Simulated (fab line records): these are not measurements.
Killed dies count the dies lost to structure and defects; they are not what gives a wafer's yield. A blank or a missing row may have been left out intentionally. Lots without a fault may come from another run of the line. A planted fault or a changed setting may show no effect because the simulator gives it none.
Chamber matching | flow gf180mcu | cmp-01 running GF_V5_CMP_26: 4 sister chambers
The step polishes, stops on SiO2, t overpolish 15 s, target thk 0 nm. 8 wafers are shown with their chamber, then 8 later ones without.

## WAFERS PAIRED WITH THEIR CHAMBERS
wafer  | chamber | motorCurrentA (A) | overpolishRunS (s)
L355.1 | 1       | 12.5              | 14.987
L355.5 | 3       | 11.0              | 14.998
L361.1 | 0       | 11.3              | 14.992
L361.6 | 2       | 9.6               | 14.994
L364.1 | 1       | 12.9              | 14.986
L364.3 | 3       | 10.4              | 14.996
L364.4 | 0       | 10.9              | 14.993
L365.4 | 2       | 9.9               | 15.008

## WAFERS WHOSE CHAMBER IS MISSING
wafer  | motorCurrentA (A) | overpolishRunS (s)
L365.5 | 10.7              | 15.006
L365.6 | 10.6              | 14.993
L368.1 | 10.4              | 14.994
L368.3 | 9.3               | 15.006
L368.5 | 10.0              | 15.011
L369.2 | 10.4              | 15.021
L369.3 | 11.0              | 14.986
L369.6 | 9.8               | 15.009

## THE CHAMBER EACH PASSED THROUGH
wafer  | from the rows above          | in truth
L365.5 | can't be placed: 3 or 0 or 2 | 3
L365.6 | can't be placed: 3 or 0      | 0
L368.1 | can't be placed: 3 or 0 or 2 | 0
L368.3 | 2                            | 2
L368.5 | can't be placed: 2 or 3      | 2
L369.2 | can't be placed: 2 or 3 or 0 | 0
L369.3 | can't be placed: 0 or 3      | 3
L369.6 | 2                            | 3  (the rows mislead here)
1 of 8 placed correctly. Not placeable from these rows: 6 (in 6, the candidates include the true chamber). Placed wrongly: 1.
How it was worked out, from the rows above alone: a wafer's distance from a chamber is the root of the sum, over the readings, of the square of ((its reading less the chamber's mean) divided by the reading's scatter). The wafer belongs to the nearest chamber; if the next one is less than 2 further off, it can't be placed. A chamber's mean is the mean of its shown wafers. How the scatter is found: for the shown wafers, subtract from each reading the mean of its chamber, square and add these, divide the total by (wafers less chambers), then take the root.
